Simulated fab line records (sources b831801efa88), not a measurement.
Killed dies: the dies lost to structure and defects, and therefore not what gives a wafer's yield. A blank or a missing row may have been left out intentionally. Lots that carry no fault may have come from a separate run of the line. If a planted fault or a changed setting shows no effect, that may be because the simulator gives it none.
Check of tool commonality	flow gf180mcu	Sample size 13 lots and 39 wafers

## WHY IT WAS OPENED
On 2 of the 13 lots, a flag is raised at GF_M1_CD_MEAS_14 on the reading cd_nm. Fault-free wafers read 229.8 nm, with a standard deviation of 1.3.
Rule: a lot gets a flag if all its wafers with a number sit over 4 standard deviations from that mean, or if no wafer of it has a number. The rest of the lots are taken to be sound.

lot	measured	on	cd_nm (nm), wafer by wafer	flag
L417	day 17 09:17	cd_sem-02	229.5 229.3 229.6	
L421	day 19 01:31	cd_sem-01	253.8 254.2 254.0	FLAGGED
L422	day 19 11:05	cd_sem-01	252.2 253.4 253.9	FLAGGED
L429	day 22 02:43	cd_sem-01	228.7 228.6 227.9	
L431	day 22 11:46	cd_sem-02	227.7 229.7 228.9	
L432	day 23 03:20	cd_sem-02	230.2 233.5 231.6	
L433	day 23 06:47	cd_sem-01	228.8 230.2 229.2	
L434	day 23 18:14	cd_sem-02	230.5 229.6 230.0	
L435	day 24 00:26	cd_sem-01	228.7 229.6 229.1	
L436	day 24 03:35	cd_sem-02	231.0 231.9 231.1	
L437	day 24 12:17	cd_sem-01	231.2 231.0 230.5	
L438	day 24 20:19	cd_sem-02	227.6 228.9 228.1	
L439	day 25 08:02	cd_sem-01	229.4 230.3 230.6	
The mean of the flagged lots' numbers is 253.6 nm, +23.8 nm from the usual (+18 standard deviations).

## WHICH TOOL EACH LOT WENT THROUGH
The record holds 1 process step before the reading, out of a route of 602 steps. Every cell lists first the tool, next ch and the chambers used by the sampled wafers, and last the start.
lot	flag	GF_M1_PEB_12
L417		litho_track-04 ch 0, day 17 08:57
L421	FLAGGED	litho_track-02 ch 0, day 19 01:10
L422	FLAGGED	litho_track-02 ch 0, day 19 10:44
L429		litho_track-04 ch 0, day 22 02:22
L431		litho_track-02 ch 0, day 22 11:18
L432		litho_track-01 ch 0, day 23 02:59
L433		litho_track-01 ch 0, day 23 06:26
L434		litho_track-02 ch 0, day 23 17:54
L435		litho_track-04 ch 0, day 24 00:05
L436		litho_track-01 ch 0, day 24 03:14
L437		litho_track-01 ch 0, day 24 11:57
L438		litho_track-01 ch 0, day 24 19:58
L439		litho_track-02 ch 0, day 25 07:41
These steps, and what they do:
- GF_M1_PEB_12: peb time 90 s.
- GF_M1_CD_MEAS_14: target cd 230 nm.

## FLAGGED OVER TOTAL, TOOL BY TOOL (the gauges that took the reading come last)
step	tool	lots run	flagged	share of the flagged lots	sound lots run after its first flagged lot
GF_M1_PEB_12	litho_track-01	5	0	none	-
GF_M1_PEB_12	litho_track-02	5	2	all	3 (L431,L434,L439)
GF_M1_PEB_12	litho_track-04	3	0	none	-
GF_M1_CD_MEAS_14	cd_sem-01	7	2	all	5 (L429,L433,L435,L437,L439)
GF_M1_CD_MEAS_14	cd_sem-02	6	0	none	-

## WHAT THE TABLE ALLOWS
Table rows that saw every flagged lot: 2, namely litho_track-02 at GF_M1_PEB_12 and cd_sem-01 at GF_M1_CD_MEAS_14.
- litho_track-02 at GF_M1_PEB_12 ran 5 lots, 2 of them flagged. Sound lots followed the first flagged one (L431, L434, L439) on it, something a lasting fault affecting the whole tool could not allow. Its own readings (heater_power_total_W, plate_temp_C) fall more than 4 standard deviations out on all wafers of the flagged lots.
- cd_sem-01 at GF_M1_CD_MEAS_14 ran 7 lots, 2 of them flagged. Sound lots followed the first flagged one (L429, L433, L435, L437, L439) on it, something a lasting fault affecting the whole tool could not allow.
No row of the table ran every flagged lot and no sound lot after the first.

## WHAT HAD BEEN PUT IN BY THE SIMULATOR
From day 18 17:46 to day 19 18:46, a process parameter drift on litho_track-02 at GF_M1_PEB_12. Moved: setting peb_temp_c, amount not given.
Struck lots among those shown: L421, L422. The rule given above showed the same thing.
